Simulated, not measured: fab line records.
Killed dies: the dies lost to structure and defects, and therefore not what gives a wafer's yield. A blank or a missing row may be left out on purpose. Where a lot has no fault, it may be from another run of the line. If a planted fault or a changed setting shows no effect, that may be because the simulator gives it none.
fab line records + flow sky130 + part 1 of 2: steps 1 to 42 of 43
record:
- lots: 6
- wafers: 18
- lastDay: 50
route steps=708 shown VIA4@640 METAL5@661 PASSIVATION@681 PAD_OPEN@708
lots that met no fault: taken from a fault-free run of the same line
startH: hours from the record's first day to the start of the lot's first wafer shown + waitH: hours from the lot's prior step to this one + " the same as in the row above + L1.1+2: a single row standing in for several wafers + - no value present, or no start provided + * or withheld: withheld + < > ~ a bound
route shown NAME@n: names a module that has steps shown in the file, with the first one's number in the route + usual: mean/standard deviation of fault-free wafers + same: alike in all rows + chamber/n: place in a boat + sites: per-site readings + _std_site: the values' standard deviation + _edge_site: the outer-site mean with the inner-site mean subtracted + radiusMm: for every site, how far away it sits from the centre of the wafer + mask NAME#n: copy n + behind: the tool/chamber that last shaped the wafer + hold: why the lot was held/for how many hours/how that ended + device: names the non-switching transistor (n, p or np) + end of line: the tests these same wafers got at the end of their route + step lacking rows: just its recipe + killed: dies lost to structure and defects at the first sort, not the wafer's yield + map: a wafer's dies, x killed, . not, _ none there
set.NAME: the setting as run; set.NAME@STEP: as run at that earlier step + model.NAME: the simulator's own value behind a step, which no gauge read
lots seen at some steps along the route; tables by step, rows by wafer
services: the hour from which a tool's chamber was out of use, counted from the record's first day as startH (under 0 if before that day), plus the number of hours and why
== steps ==
step: SKY_VIA4_THK_MEAS_01
recipe:
- reads: SiO2_of_VIA4_HDPCVD_00
usual:
- VIA4_HDPCVD_THK: 1755/18
| lot.wafer | tool         | chamber | startH  | waitH | VIA4_HDPCVD_THK[nm] |
|-----------|--------------|---------|---------|-------|---------------------|
| L161.2    | filmMetro-02 | -       | 996.29  | 0.1   | 1788                |
| L161.4    | "            | -       | "       | "     | 1774                |
| L161.5    | "            | -       | "       | "     | 1727                |
| L165.4    | filmMetro-02 | -       | 1022.34 | 0.1   | 1751                |
| L165.5    | "            | -       | "       | "     | 1763                |
| L165.6    | "            | -       | "       | "     | 1738                |
| L172.2    | filmMetro-02 | -       | 1079.49 | 0.1   | 1744                |
| L172.3    | "            | -       | "       | "     | 1730                |
| L172.4    | "            | -       | "       | "     | 1743                |
| L173.2    | filmMetro-01 | -       | 1079.63 | 0.1   | 1752                |
| L173.3    | "            | -       | "       | "     | 1742                |
| L173.4    | "            | -       | "       | "     | 1749                |
| L182.3    | filmMetro-03 | -       | 1127.90 | 0.1   | 1757                |
| L182.4    | "            | -       | "       | "     | 1742                |
| L182.6    | "            | -       | "       | "     | 1753                |
| L183.1    | filmMetro-02 | -       | 1129.59 | 0.1   | 1765                |
| L183.4    | "            | -       | "       | "     | 1745                |
| L183.6    | "            | -       | "       | "     | 1747                |
step: SKY_VIA4_CMP_02
recipe:
- material: SiO2
- downForcePsi: 4
- platenRpm: 60
- padVelocityMS: 0.94248
step: SKY_VIA4_BOW_MEAS_03
recipe:
- mode: bow
usual:
- VIA4_BOW: 80/8.1
| lot.wafer | tool         | chamber | startH  | waitH | VIA4_BOW[um] |
|-----------|--------------|---------|---------|-------|--------------|
| L161.2    | filmMetro-01 | -       | 996.66  | 0.2   | 88           |
| L161.4    | "            | -       | "       | "     | 95           |
| L161.5    | "            | -       | "       | "     | 95           |
| L165.4    | filmMetro-03 | -       | 1022.73 | 0.2   | 76           |
| L165.5    | "            | -       | "       | "     | 76           |
| L165.6    | "            | -       | "       | "     | 72           |
| L172.2    | filmMetro-02 | -       | 1079.86 | 0.2   | 87           |
| L172.3    | "            | -       | "       | "     | 74           |
| L172.4    | "            | -       | "       | "     | 77           |
| L173.2    | filmMetro-03 | -       | 1080.12 | 0.1   | 75           |
| L173.3    | "            | -       | "       | "     | 67           |
| L173.4    | "            | -       | "       | "     | 68           |
| L182.3    | filmMetro-03 | -       | 1128.28 | 0.1   | 77           |
| L182.4    | "            | -       | "       | "     | 69           |
| L182.6    | "            | -       | "       | "     | 78           |
| L183.1    | filmMetro-03 | -       | 1129.95 | 0.1   | 64           |
| L183.4    | "            | -       | "       | "     | 79           |
| L183.6    | "            | -       | "       | "     | 86           |
step: SKY_VIA4_DEHYDRATE_04
recipe:
- tempC: 200
- timeS: 60
step: SKY_VIA4_HMDS_05
recipe:
- primeTimeS: 60
- primeTempC: 120
step: SKY_VIA4_COAT_06
recipe:
- resist: NOVOLAK
- spinRpm: 3000
- resistThkNm: 1140
step: SKY_VIA4_SOFTBAKE_07
recipe:
- tempC: 90
- timeS: 60
- resist: NOVOLAK
step: SKY_VIA4_EXPOSE_08
recipe:
- maskId: VIM4
- na: 0.6
- sourceShape: conventional
- sigmaOuter: 0.6
- polarization: unpolarized
- targetCdNm: 800
- doseMj: 132
step: SKY_VIA4_PEB_09
recipe:
- tempC: withheld
- timeS: *
- resist: NOVOLAK
step: SKY_VIA4_DEVELOP_10
recipe:
- resist: NOVOLAK
- developer: TMAH
- developTimeS: 60
- devTempC: 23
step: SKY_VIA4_OVL_MEAS_11
usual:
- VIA4_OVL: 1.2/1.4
| lot.wafer | tool       | chamber | startH  | waitH | VIA4_OVL[nm] |
|-----------|------------|---------|---------|-------|--------------|
| L161.2    | overlay-02 | -       | 1020.08 | 0.1   | 3.0          |
| L161.4    | "          | -       | "       | "     | 1.0          |
| L161.5    | "          | -       | "       | "     | 1.5          |
| L165.4    | overlay-02 | -       | 1045.65 | 0.1   | -0.6         |
| L165.5    | "          | -       | "       | "     | 2.0          |
| L165.6    | "          | -       | "       | "     | 0.3          |
| L172.2    | overlay-01 | -       | 1100.53 | 0.1   | 0.2          |
| L172.3    | "          | -       | "       | "     | 0.5          |
| L172.4    | "          | -       | "       | "     | 0.2          |
| L173.2    | overlay-01 | -       | 1101.18 | 0.1   | -0.4         |
| L173.3    | "          | -       | "       | "     | 0.7          |
| L173.4    | "          | -       | "       | "     | 0.3          |
| L182.3    | overlay-02 | -       | 1148.36 | 0.1   | 2.4          |
| L182.4    | "          | -       | "       | "     | 1.8          |
| L182.6    | "          | -       | "       | "     | -0.4         |
| L183.1    | overlay-01 | -       | 1149.35 | 0.1   | -2.1         |
| L183.4    | "          | -       | "       | "     | 0.4          |
| L183.6    | "          | -       | "       | "     | -0.6         |
step: SKY_VIA4_ETCH_12
recipe:
- target: SiO2
- chemistry: C4F8/O2/Ar
- stopOn: TiN
- maskMaterial: NOVOLAK
- sourceW: 1500
- biasW: 1200
- pressureMtorr: 40
- c4f8FlowSccm: withheld
- O2_flow_sccm: 6
- Ar_flow_sccm: 300
- timeS: withheld
- targetDepthA: 5800
usual:
- oesProductAu: 0.925/0.0046
| lot.wafer | tool       | chamber | startH  | waitH | oesProductAu |
|-----------|------------|---------|---------|-------|--------------|
| L161.2    | rieDiel-04 | 0       | 1020.11 | 0.0   | 0.934        |
| L161.4    | "          | 1       | "       | "     | 0.925        |
| L161.5    | "          | 0       | "       | "     | 0.924        |
| L165.4    | rieDiel-04 | 2       | 1045.67 | 0.0   | 0.923        |
| L165.5    | "          | 0       | "       | "     | 0.918        |
| L165.6    | "          | 3       | "       | "     | 0.931        |
| L172.2    | rieDiel-01 | 3       | 1100.56 | 0.0   | 0.928        |
| L172.3    | "          | 0       | "       | "     | 0.927        |
| L172.4    | "          | 3       | "       | "     | 0.916        |
| L173.2    | rieDiel-03 | 2       | 1101.21 | 0.0   | 0.924        |
| L173.3    | "          | 1       | "       | "     | 0.931        |
| L173.4    | "          | 0       | "       | "     | 0.924        |
| L182.3    | rieDiel-01 | 1       | 1148.39 | 0.0   | 0.926        |
| L182.4    | "          | 2       | "       | "     | 0.923        |
| L182.6    | "          | 3       | "       | "     | 0.926        |
| L183.1    | rieDiel-03 | 1       | 1149.39 | 0.0   | 0.924        |
| L183.4    | "          | 3       | "       | "     | 0.918        |
| L183.6    | "          | 1       | "       | "     | 0.926        |
step: SKY_VIA4_STRIP_13
recipe:
- chemistry: O2/N2
- powerW: 1400
- pressureMtorr: 1500
- platenTempC: withheld
- o2FlowSccm: 3000
- n2FlowSccm: 300
- overashFraction: 0.5
usual:
- drypumpMotorCurrentA: 6.1/0.32
- oesProductAu: 0.709/0.0045
- stripTimeToEndpointS: 12.79/0.03
| lot.wafer | tool           | chamber | startH  | waitH | drypumpMotorCurrentA | oesProductAu | rfHoursCounterH | stripTimeToEndpointS |
|-----------|----------------|---------|---------|-------|----------------------|--------------|-----------------|----------------------|
| L161.2    | plasmaAsher-03 | 0       | 1020.18 | -     | 6.0                  | 0.713        | 24              | 12.80                |
| L161.4    | "              | 1       | "       | "     | 5.8                  | 0.713        | -               | 12.86                |
| L161.5    | "              | 0       | "       | "     | 6.1                  | 0.713        | -               | 12.80                |
| L165.4    | plasmaAsher-01 | 0       | 1045.77 | -     | 6.5                  | 0.711        | -               | 12.78                |
| L165.5    | "              | 1       | "       | "     | 5.7                  | 0.708        | -               | 12.77                |
| L165.6    | "              | 0       | "       | "     | 6.5                  | 0.716        | -               | 12.78                |
| L172.2    | plasmaAsher-04 | 1       | 1100.63 | -     | 6.0                  | 0.700        | 4               | 12.72                |
| L172.3    | "              | 0       | "       | "     | 6.5                  | 0.709        | -               | 12.74                |
| L172.4    | "              | 1       | "       | "     | 6.0                  | 0.709        | -               | 12.72                |
| L173.2    | plasmaAsher-04 | 1       | 1101.28 | -     | 6.0                  | 0.709        | 4               | 12.77                |
| L173.3    | "              | 0       | "       | "     | 6.5                  | 0.707        | -               | 12.74                |
| L173.4    | "              | 1       | "       | "     | 6.0                  | 0.709        | -               | 12.83                |
| L182.3    | plasmaAsher-03 | 0       | 1148.49 | -     | 6.0                  | 0.714        | -               | 12.78                |
| L182.4    | "              | 1       | "       | "     | 5.7                  | 0.711        | -               | 12.79                |
| L182.6    | "              | 0       | "       | "     | 6.0                  | 0.713        | -               | 12.80                |
| L183.1    | plasmaAsher-01 | 0       | 1149.46 | -     | 6.5                  | 0.712        | 72              | 12.76                |
| L183.4    | "              | 1       | "       | "     | 5.7                  | 0.709        | -               | 12.74                |
| L183.6    | "              | 1       | "       | "     | 5.7                  | 0.705        | -               | 12.83                |
step: SKY_VIA4_STRIP_14
recipe:
- chemistry: postEtchResidueRemover
- timeS: 1200
- tempC: 72.5
step: SKY_VIA4_CLEAN_15
recipe:
- chemistry: IPA
- timeS: 180
- tempC: 25
step: SKY_VIA4_CLEAN_16
recipe:
- chemistry: O3/DIW
- dry: n2Spin
step: SKY_VIA4_SPUTTER_17
recipe:
- material: TiN
- targetThkNm: 20
- chamberPressurePa: 5
- powerW: 4000
- timeS: 80
step: SKY_VIA4_CVD_18
recipe:
- material: W
- targetThkNm: 505
- timeS: 152.14
- tempC: 400
- pressureTorr: 40
step: SKY_VIA4_RS_MEAS_19
recipe:
- thkMeasGauge: four-point-probe
- reads: W_of_VIA4_CVD_18+TiN_of_VIA4_SPUTTER_17
usual:
- VIA4_W_RS: 0.2271/0.0025
| lot.wafer | tool         | chamber | startH  | waitH | VIA4_W_RS[ohm/sq] |
|-----------|--------------|---------|---------|-------|-------------------|
| L161.2    | filmMetro-03 | -       | 1021.01 | 0.1   | 0.2256            |
| L161.4    | "            | -       | "       | "     | 0.2280            |
| L161.5    | "            | -       | "       | "     | 0.2259            |
| L165.4    | filmMetro-02 | -       | 1046.60 | 0.1   | 0.2295            |
| L165.5    | "            | -       | "       | "     | 0.2338            |
| L165.6    | "            | -       | "       | "     | 0.2302            |
| L172.2    | filmMetro-03 | -       | 1101.46 | 0.1   | 0.2294            |
| L172.3    | "            | -       | "       | "     | 0.2290            |
| L172.4    | "            | -       | "       | "     | 0.2293            |
| L173.2    | filmMetro-01 | -       | 1102.11 | 0.1   | 0.2266            |
| L173.3    | "            | -       | "       | "     | 0.2282            |
| L173.4    | "            | -       | "       | "     | 0.2303            |
| L182.3    | filmMetro-02 | -       | 1149.38 | 0.1   | 0.2274            |
| L182.4    | "            | -       | "       | "     | 0.2272            |
| L182.6    | "            | -       | "       | "     | 0.2272            |
| L183.1    | filmMetro-03 | -       | 1150.30 | 0.1   | 0.2275            |
| L183.4    | "            | -       | "       | "     | 0.2235            |
| L183.6    | "            | -       | "       | "     | 0.2271            |
step: SKY_VIA4_THK_MEAS_20
recipe:
- thkMeasGauge: xrf
- reads: W_of_VIA4_CVD_18
usual:
- VIA4_W_THK: 499/7.1
| lot.wafer | tool         | chamber | startH  | waitH | VIA4_W_THK[nm] |
|-----------|--------------|---------|---------|-------|----------------|
| L161.2    | filmMetro-03 | -       | 1021.12 | 0.1   | 503            |
| L161.4    | "            | -       | "       | "     | 500            |
| L161.5    | "            | -       | "       | "     | 504            |
| L165.4    | filmMetro-02 | -       | 1046.69 | 0.1   | 488            |
| L165.5    | "            | -       | "       | "     | 484            |
| L165.6    | "            | -       | "       | "     | 489            |
| L172.2    | filmMetro-03 | -       | 1101.57 | 0.1   | 493            |
| L172.3    | "            | -       | "       | "     | 497            |
| L172.4    | "            | -       | "       | "     | 496            |
| L173.2    | filmMetro-01 | -       | 1102.22 | 0.1   | 504            |
| L173.3    | "            | -       | "       | "     | 500            |
| L173.4    | "            | -       | "       | "     | 497            |
| L182.3    | filmMetro-02 | -       | 1149.48 | 0.1   | 494            |
| L182.4    | "            | -       | "       | "     | 494            |
| L182.6    | "            | -       | "       | "     | 495            |
| L183.1    | filmMetro-03 | -       | 1150.42 | 0.1   | 499            |
| L183.4    | "            | -       | "       | "     | 503            |
| L183.6    | "            | -       | "       | "     | 499            |
step: SKY_VIA4_CMP_21
recipe:
- stopOn: SiO2
- tOverpolishS: 25
- downForcePsi: 3.5
- platenRpm: 60
- targetThkNm: 0
- padVelocityMS: 0.94248
usual:
- headPressurePsi: 3.500/0.007
- motorCurrentA: 10.6/1.3
- overpolishRunS: 25.002/0.0088
- timeToEndpointS: 121/5.5
| lot.wafer | tool   | chamber | startH  | waitH | headPressurePsi | motorCurrentA | overpolishRunS | timeToEndpointS |
|-----------|--------|---------|---------|-------|-----------------|---------------|----------------|-----------------|
| L161.2    | cmp-01 | 3       | 1021.21 | 0.1   | 3.505           | 9.2           | 25.017         | 120             |
| L161.4    | "      | 2       | "       | "     | 3.503           | 10.9          | 24.999         | 116             |
| L161.5    | "      | 0       | "       | "     | 3.506           | 9.3           | 25.011         | 127             |
| L165.4    | cmp-02 | 2       | 1046.77 | 0.1   | 3.491           | 12.8          | 25.006         | 109             |
| L165.6    | "      | 1       | "       | "     | 3.490           | 9.2           | 25.004         | 115             |
| L165.5    | "      | 2       | "       | "     | 3.500           | 13.2          | 25.022         | 111             |
| L172.4    | cmp-01 | 0       | 1101.67 | 0.1   | 3.497           | 9.1           | 24.986         | 123             |
| L172.2    | "      | 1       | "       | "     | 3.496           | 11.0          | 25.010         | 125             |
| L172.3    | "      | 2       | "       | "     | 3.504           | 10.7          | 25.020         | 121             |
| L173.2    | cmp-02 | 3       | 1102.27 | 0.0   | 3.503           | 11.1          | 25.008         | 115             |
| L173.3    | "      | 1       | "       | "     | 3.498           | 9.4           | 25.025         | 117             |
| L173.4    | "      | 2       | "       | "     | 3.499           | 13.0          | 25.003         | 112             |
| L182.4    | cmp-01 | 3       | 1149.52 | 0.0   | 3.494           | 9.5           | 24.999         | 127             |
| L182.3    | "      | 1       | "       | "     | 3.502           | 10.3          | 24.987         | 127             |
| L182.6    | "      | 0       | "       | "     | 3.503           | 9.8           | 24.996         | 129             |
| L183.4    | cmp-02 | 0       | 1150.48 | 0.0   | 3.503           | 11.3          | 24.992         | 127             |
| L183.1    | "      | 2       | "       | "     | 3.498           | 13.7          | 24.999         | 120             |
| L183.6    | "      | 1       | "       | "     | 3.507           | 9.2           | 24.977         | 122             |
step: SKY_METAL5_SPUTTER_00
recipe:
- material: Ti
- targetThkNm: 15
- powerW: 3000
- timeS: 10
- chamberPressurePa: 0.4
step: SKY_METAL5_SPUTTER_01
recipe:
- material: TiN
- targetThkNm: 20
- powerW: 6500
- timeS: 16.7
- chamberPressurePa: 0.4
usual:
- chamberPressurePa: 0.4000/0.00079
- throttleValvePct: 30.1/0.78
same:
- timeS: 16.7
| lot.wafer | tool          | chamber | startH  | waitH | chamberPressurePa | throttleValvePct |
|-----------|---------------|---------|---------|-------|-------------------|------------------|
| L161.2    | pvdSputter-02 | -       | 1021.54 | 0.0   | 0.3998            | 29.6             |
| L161.4    | "             | -       | "       | "     | 0.4001            | 29.4             |
| L161.5    | "             | -       | "       | "     | 0.4011            | 29.1             |
| L165.4    | pvdSputter-03 | -       | 1047.04 | 0.0   | 0.3991            | 30.3             |
| L165.5    | "             | -       | "       | "     | 0.4009            | 29.3             |
| L165.6    | "             | -       | "       | "     | 0.3999            | 30.1             |
| L172.2    | pvdSputter-03 | -       | 1101.94 | 0.0   | 0.4004            | 30.5             |
| L172.3    | "             | -       | "       | "     | 0.4003            | 30.4             |
| L172.4    | "             | -       | "       | "     | 0.3993            | 29.1             |
| L173.2    | pvdSputter-02 | -       | 1102.59 | 0.0   | 0.4002            | 31.6             |
| L173.3    | "             | -       | "       | "     | 0.3990            | 29.6             |
| L173.4    | "             | -       | "       | "     | 0.3995            | 30.2             |
| L182.3    | pvdSputter-03 | -       | 1149.84 | 0.0   | 0.3995            | 29.4             |
| L182.4    | "             | -       | "       | "     | 0.3995            | 30.2             |
| L182.6    | "             | -       | "       | "     | 0.4004            | 30.5             |
| L183.1    | pvdSputter-03 | -       | 1150.80 | 0.0   | 0.4003            | 30.1             |
| L183.4    | "             | -       | "       | "     | 0.4004            | 30.7             |
| L183.6    | "             | -       | "       | "     | 0.3997            | 30.5             |
step: SKY_METAL5_SPUTTER_02
recipe:
- material: AlCu
- targetThkNm: 1150
- powerW: 10600
- timeS: 61.2
- chamberPressurePa: 0.4
step: SKY_METAL5_SPUTTER_03
recipe:
- material: Ti
- targetThkNm: 5
- powerW: 3000
- timeS: 3.3
- chamberPressurePa: 0.4
step: SKY_METAL5_SPUTTER_04
recipe:
- material: TiN
- targetThkNm: 70
- powerW: 6500
- timeS: 58.3
- chamberPressurePa: 0.4
usual:
- chamberPressurePa: 0.4000/0.00074
- throttleValvePct: 30.2/0.77
same:
- timeS: 58.3
| lot.wafer | tool          | chamber | startH  | waitH | chamberPressurePa | throttleValvePct |
|-----------|---------------|---------|---------|-------|-------------------|------------------|
| L161.2    | pvdSputter-02 | -       | 1021.63 | 0.0   | 0.3997            | 29.5             |
| L161.4    | "             | -       | "       | "     | 0.3995            | 29.4             |
| L161.5    | "             | -       | "       | "     | 0.4006            | 29.4             |
| L165.4    | pvdSputter-03 | -       | 1047.14 | 0.0   | 0.4006            | 30.3             |
| L165.5    | "             | -       | "       | "     | 0.4010            | 28.8             |
| L165.6    | "             | -       | "       | "     | 0.4006            | 30.3             |
| L172.2    | pvdSputter-03 | -       | 1102.04 | 0.0   | 0.3998            | 30.7             |
| L172.3    | "             | -       | "       | "     | 0.4007            | 30.3             |
| L172.4    | "             | -       | "       | "     | 0.4008            | 29.5             |
| L173.2    | pvdSputter-02 | -       | 1102.69 | 0.0   | 0.4001            | 31.4             |
| L173.3    | "             | -       | "       | "     | 0.4000            | 29.5             |
| L173.4    | "             | -       | "       | "     | 0.4001            | 30.3             |
| L182.3    | pvdSputter-03 | -       | 1149.94 | 0.0   | 0.3996            | 29.4             |
| L182.4    | "             | -       | "       | "     | 0.3996            | 30.6             |
| L182.6    | "             | -       | "       | "     | 0.3994            | 30.6             |
| L183.1    | pvdSputter-03 | -       | 1150.90 | 0.0   | 0.3998            | 30.2             |
| L183.4    | "             | -       | "       | "     | 0.3995            | 30.7             |
| L183.6    | "             | -       | "       | "     | 0.4011            | 30.5             |
step: SKY_METAL5_RS_MEAS_05
recipe:
- thkMeasGauge: four-point-probe
- reads: TiN_of_METAL5_SPUTTER_04+Ti_of_METAL5_SPUTTER_03+AlCu_of_METAL5_SPUTTER_02+TiN_of_METAL5_SPUTTER_01+Ti_of_METAL5_SPUTTER_00
usual:
- METAL5_ALCU_RS: 0.0271/0.00039
| lot.wafer | tool         | chamber | startH  | waitH | METAL5_ALCU_RS[ohm/sq] |
|-----------|--------------|---------|---------|-------|------------------------|
| L161.2    | filmMetro-03 | -       | 1021.70 | 0.0   | 0.0277                 |
| L161.4    | "            | -       | "       | "     | 0.0274                 |
| L161.5    | "            | -       | "       | "     | 0.0275                 |
| L165.4    | filmMetro-03 | -       | 1047.25 | 0.1   | 0.0267                 |
| L165.5    | "            | -       | "       | "     | 0.0266                 |
| L165.6    | "            | -       | "       | "     | 0.0268                 |
| L172.2    | filmMetro-03 | -       | 1102.11 | 0.0   | 0.0270                 |
| L172.3    | "            | -       | "       | "     | 0.0265                 |
| L172.4    | "            | -       | "       | "     | 0.0263                 |
| L173.2    | filmMetro-03 | -       | 1102.80 | 0.1   | 0.0276                 |
| L173.3    | "            | -       | "       | "     | 0.0272                 |
| L173.4    | "            | -       | "       | "     | 0.0272                 |
| L182.3    | filmMetro-01 | -       | 1150.03 | 0.1   | 0.0267                 |
| L182.4    | "            | -       | "       | "     | 0.0273                 |
| L182.6    | "            | -       | "       | "     | 0.0272                 |
| L183.1    | filmMetro-04 | -       | 1150.95 | 0.0   | 0.0265                 |
| L183.4    | "            | -       | "       | "     | 0.0266                 |
| L183.6    | "            | -       | "       | "     | 0.0268                 |
step: SKY_METAL5_THK_MEAS_06
recipe:
- thkMeasGauge: xrf
- reads: AlCu_of_METAL5_SPUTTER_02
usual:
- METAL5_ALCU_THK: 1130/19
| lot.wafer | tool         | chamber | startH  | waitH | METAL5_ALCU_THK[nm] |
|-----------|--------------|---------|---------|-------|---------------------|
| L161.2    | filmMetro-03 | -       | 1021.81 | 0.1   | 1115                |
| L161.4    | "            | -       | "       | "     | 1125                |
| L161.5    | "            | -       | "       | "     | 1115                |
| L165.4    | filmMetro-03 | -       | 1047.34 | 0.1   | 1164                |
| L165.5    | "            | -       | "       | "     | 1171                |
| L165.6    | "            | -       | "       | "     | 1154                |
| L172.2    | filmMetro-03 | -       | 1102.22 | 0.1   | 1142                |
| L172.3    | "            | -       | "       | "     | 1169                |
| L172.4    | "            | -       | "       | "     | 1179                |
| L173.2    | filmMetro-03 | -       | 1102.91 | 0.1   | 1121                |
| L173.3    | "            | -       | "       | "     | 1138                |
| L173.4    | "            | -       | "       | "     | 1137                |
| L182.3    | filmMetro-01 | -       | 1150.13 | 0.1   | 1146                |
| L182.4    | "            | -       | "       | "     | 1130                |
| L182.6    | "            | -       | "       | "     | 1129                |
| L183.1    | filmMetro-04 | -       | 1151.07 | 0.1   | 1141                |
| L183.4    | "            | -       | "       | "     | 1133                |
| L183.6    | "            | -       | "       | "     | 1134                |
step: SKY_METAL5_DEHYDRATE_07
recipe:
- tempC: 200
- timeS: 60
step: SKY_METAL5_HMDS_08
recipe:
- primeTimeS: 60
- primeTempC: 120
step: SKY_METAL5_COAT_09
recipe:
- resist: NOVOLAK
- spinRpm: 3000
- resistThkNm: 1800
step: SKY_METAL5_SOFTBAKE_10
recipe:
- tempC: 90
- timeS: 60
- resist: NOVOLAK
step: SKY_METAL5_EXPOSE_11
recipe:
- maskId: MM5
- na: 0.6
- sourceShape: conventional
- sigmaOuter: 0.6
- polarization: unpolarized
- targetCdNm: 1600
- doseMj: 190
step: SKY_METAL5_PEB_12
recipe:
- tempC: withheld
- timeS: *
- resist: NOVOLAK
step: SKY_METAL5_DEVELOP_13
recipe:
- resist: NOVOLAK
- developer: TMAH
- developTimeS: 60
- devTempC: 23
step: SKY_METAL5_DESCUM_14
recipe:
- chemistry: O2
- sourcePowerW: 150
- biasPowerW: 0
- pressureMtorr: 10
- tempC: 40
- timeS: 11
step: SKY_METAL5_METAL_ETCH_15
recipe:
- targetDepthA: 12600
- stopOn: SiO2
- overEtchFrac: 0.2
- timeS: 252
- chemistry: Cl2/BCl3
- resistSidewallDeg: 86
- pressureMtorr: 10
- icpW: 900
- biasW: 48.5
- Cl2_flow_sccm: 60
- bcl3FlowSccm: 30
step: SKY_METAL5_STRIP_16
recipe:
- chemistry: O2/N2
- powerW: 1400
- pressureMtorr: 1500
- platenTempC: withheld
- o2FlowSccm: 3000
- n2FlowSccm: 300
- overashFraction: 0.5
usual:
- drypumpMotorCurrentA: 6.0/0.61
- oesProductAu: 0.711/0.0044
- stripTimeToEndpointS: 13.15/0.095
| lot.wafer | tool           | chamber | startH  | waitH | drypumpMotorCurrentA | oesProductAu | rfHoursCounterH | stripTimeToEndpointS |
|-----------|----------------|---------|---------|-------|----------------------|--------------|-----------------|----------------------|
| L161.2    | plasmaAsher-04 | 0       | 1043.87 | 0.2   | 6.5                  | 0.704        | 123             | 13.16                |
| L161.4    | "              | 1       | "       | "     | 6.0                  | 0.710        | -               | 13.17                |
| L161.5    | "              | 1       | "       | "     | 6.0                  | 0.712        | -               | 13.19                |
| L165.4    | plasmaAsher-02 | 1       | 1069.82 | 0.2   | 6.6                  | 0.711        | -               | 13.05                |
| L165.5    | "              | 0       | "       | "     | 5.1                  | 0.715        | -               | 13.01                |
| L165.6    | "              | 1       | "       | "     | 6.6                  | 0.708        | -               | 13.04                |
| L172.2    | plasmaAsher-04 | 1       | 1122.47 | 0.2   | 6.0                  | 0.707        | 7               | 13.23                |
| L172.3    | "              | 1       | "       | "     | 6.0                  | 0.713        | -               | 13.28                |
| L172.4    | "              | 0       | "       | "     | 6.6                  | 0.711        | -               | 13.21                |
| L173.2    | plasmaAsher-04 | 0       | 1123.25 | 0.2   | 6.6                  | 0.703        | 7               | 13.12                |
| L173.3    | "              | 1       | "       | "     | 6.0                  | 0.711        | -               | 13.15                |
| L173.4    | "              | 0       | "       | "     | 6.5                  | 0.713        | -               | 13.02                |
| L182.3    | plasmaAsher-01 | 0       | 1169.00 | 0.1   | 6.5                  | 0.719        | -               | 13.15                |
| L182.4    | "              | 1       | "       | "     | 5.7                  | 0.705        | -               | 13.07                |
| L182.6    | "              | 0       | "       | "     | 6.5                  | 0.706        | -               | 13.05                |
| L183.1    | plasmaAsher-04 | 0       | 1169.42 | 0.2   | 6.5                  | 0.712        | 11              | 13.19                |
| L183.4    | "              | 1       | "       | "     | 6.0                  | 0.706        | -               | 13.14                |
| L183.6    | "              | 1       | "       | "     | 6.0                  | 0.710        | -               | 13.22                |
step: SKY_METAL5_STRIP_17
recipe:
- chemistry: postEtchResidueRemover
- timeS: 1200
- tempC: 72.5
step: SKY_METAL5_CLEAN_18
recipe:
- chemistry: IPA
- timeS: 180
- tempC: 25
step: SKY_METAL5_CLEAN_19
recipe:
- chemistry: O3/DIW
- dry: n2Spin
step: SKY_PASSIVATION_CVD_00
recipe:
- material: SiO2
- targetThkNm: 90
- tempC: 400
- timeS: withheld
- rfW: 600
